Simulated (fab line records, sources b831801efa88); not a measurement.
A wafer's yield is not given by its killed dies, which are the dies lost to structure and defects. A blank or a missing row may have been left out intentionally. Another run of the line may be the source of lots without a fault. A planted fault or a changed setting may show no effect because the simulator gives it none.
Matching of chambers	flow gf180mcu	GF_V1_CMP_26 on cmp-02 has 4 sister chambers
The step polishes, stops on SiO2, t overpolish 15 s, target thk 0 nm. 8 wafers are shown with their chamber, then 8 later ones without.

== WAFERS, EACH WITH ITS CHAMBER ==
wafer	chamber	time-to-endpoint-s (s)	motor-current-A (A)
L079.6	1	85	9.7
L081.1	0	92	11.5
L081.4	3	80	9.3
L081.5	2	84	10.4
L082.4	2	87	10.1
L082.5	0	93	11.4
L082.6	3	82	9.7
L086.2	1	90	10.1

== WAFERS WITH NO CHAMBER GIVEN ==
wafer	time-to-endpoint-s (s)	motor-current-A (A)
L086.4	87	9.5
L086.6	98	10.6
L088.2	90	10.5
L088.4	88	9.9
L088.6	86	9.9
L097.4	94	11.2
L097.5	87	9.4
L097.6	94	11.0

== WHICH CHAMBER EACH ONE RAN IN ==
wafer	from the rows above	in truth
L086.4	can't be placed: 1 or 3 or 2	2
L086.6	can't be placed: 0 or 1 or 2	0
L088.2	can't be placed: 2 or 1 or 0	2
L088.4	can't be placed: 1 or 2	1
L088.6	can't be placed: 1 or 2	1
L097.4	0	0
L097.5	can't be placed: 1 or 3 or 2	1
L097.6	0	0
Placed correctly: 2 of 8. Unplaceable from these rows: 6, with the true chamber sitting among the candidates in 6. Number placed wrongly: 0.
How it was worked out, from the rows above alone: a wafer's distance from a chamber is the root of the sum, over the readings, of the square of ((its reading less the chamber's mean) divided by the reading's scatter). The wafer belongs to the nearest chamber; if the next one is less than 2 further off, it can't be placed. Each chamber's mean is taken over the wafers shown for it. The scatter: the root of (the sum of the squares of (reading less its chamber's mean) over the shown wafers, divided by (wafers less chambers)).
